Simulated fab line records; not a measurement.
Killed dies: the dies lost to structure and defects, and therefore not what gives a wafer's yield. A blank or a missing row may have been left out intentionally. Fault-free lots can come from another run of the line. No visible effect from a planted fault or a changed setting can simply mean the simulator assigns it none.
8D (eight disciplines) problem report, filled in by code | flow gf180mcu | the parts of the form that need people (team, actions taken, sign-off) are left out

1. WHAT IS WRONG
Mean MVSD_RS at GF_VT_IMPLANT_RS_MEAS_46: 438.7 ohm/sq over 6 wafers in 2 lots; fault-free wafers: 457.2 ohm/sq, standard deviation 1.2. That is -15 standard deviations from the usual mean.
The step: measures by four-point-probe.
First observed at day 11 20:11: wafer L115.2, on film_metro-02. The record holds 30 wafers of 10 lots with a number at this step. Rule for "out", or "out of limits": more than 4 standard deviations from the usual mean. The rest of the wafers with a number are treated as sound.

2. WHAT IT IS, AND WHAT IT ISN'T
question                    | is                           | is not
which readings at this step | MVSD_RS                      | -
which lots                  | L115, L116                   | L104, L105, L107, L112, L117, L119, L120, L999
which wafers of those lots  | all that have a number       | -
read on which gauges        | film_metro-02, film_metro-04 | film_metro-03
when                        | from day 11 20:11            | up to then (15 sound wafers); but 9 sound wafers of L117, L119, L120 came after

3. THE SUSPECTS, EACH WITH WHAT RULES IT OUT
Counting: any tool at a process step up to the reading is kept as a suspect provided that every lot that is out went through it and no sound lot did after the first of them.
- ruled out: the gauge at GF_VT_IMPLANT_RS_MEAS_46. The wafers that are out were read on 2 gauges (film_metro-02, film_metro-04).
- implanter-01 at GF_MVSD_IMPLANT_08: kept. It ran every lot that is out, first L115 (day 8 04:26), and no sound lot after that; its last sound lot up to then is L107 (day 6 08:49). Its own readings are out on those wafers: end_station_pressure_torr.
Left after counting: implanter-01 at GF_MVSD_IMPLANT_08.

4. THE CAUSE (what the simulator had put in)
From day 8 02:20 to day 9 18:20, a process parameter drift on implanter-01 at GF_MVSD_IMPLANT_08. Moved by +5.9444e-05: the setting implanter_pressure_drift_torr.
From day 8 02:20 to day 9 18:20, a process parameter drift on implanter-01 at GF_MVSD_IMPLANT_08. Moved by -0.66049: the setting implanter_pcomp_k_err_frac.
Counting left only this tool.

5. THE EFFECT CHAIN, in route order
Each row: a reading whose mean over the struck wafers that have a number lies more than 3 standard deviations from the usual. Only readings whose record carries a usual standard deviation are examined. hours: median over the lots of the time between each lot's start at the first step of this table that gives one and its start at this step. sigmas: the change, counted in usual standard deviations.
hours | step                     | reading                   | usual         | on struck wafers | change    | sigmas
0     | GF_MVSD_IMPLANT_08       | beam_on_s                 | 10.02 s       | 10.96            | +0.94     | +5.0
0     | GF_MVSD_IMPLANT_08       | end_station_pressure_torr | 5.03e-06 Torr | 6.40e-05         | +5.89e-05 | +99 or more
0     | GF_MVSD_IMPLANT_08       | faraday_current_uA        | 90.1          | 79.5             | -10.6     | -6.2
89    | GF_VT_IMPLANT_RS_MEAS_46 | MVSD_RS                   | 457.2 ohm/sq  | 438.7            | -18.5     | -15
The process steps in it:
- GF_MVSD_IMPLANT_08
Later steps that measure or inspect, where all struck wafers having a row at the step show a number for every such reading and not one has moved that far: GF_VT_IMPLANT_RS_MEAS_47, GF_M1_OVL_MEAS_15.

6. HOW IT WOULD HAVE BEEN CAUGHT EARLIER
Counted from the fault's start at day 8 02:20, it took 90 hours until the first out-of-limits reading at a measuring or inspecting step in this record, taken at day 11 20:11.
Tool's own readings at GF_MVSD_IMPLANT_08, end_station_pressure_torr: out on all struck wafers the step has rows for; an alarm limit on them would have tripped on the first.
The start of GF_MVSD_IMPLANT_08 on implanter-01 came by day 11 20:11 for every one of the lots that are out (2). Tool hold at that time: it would have spared none of them.
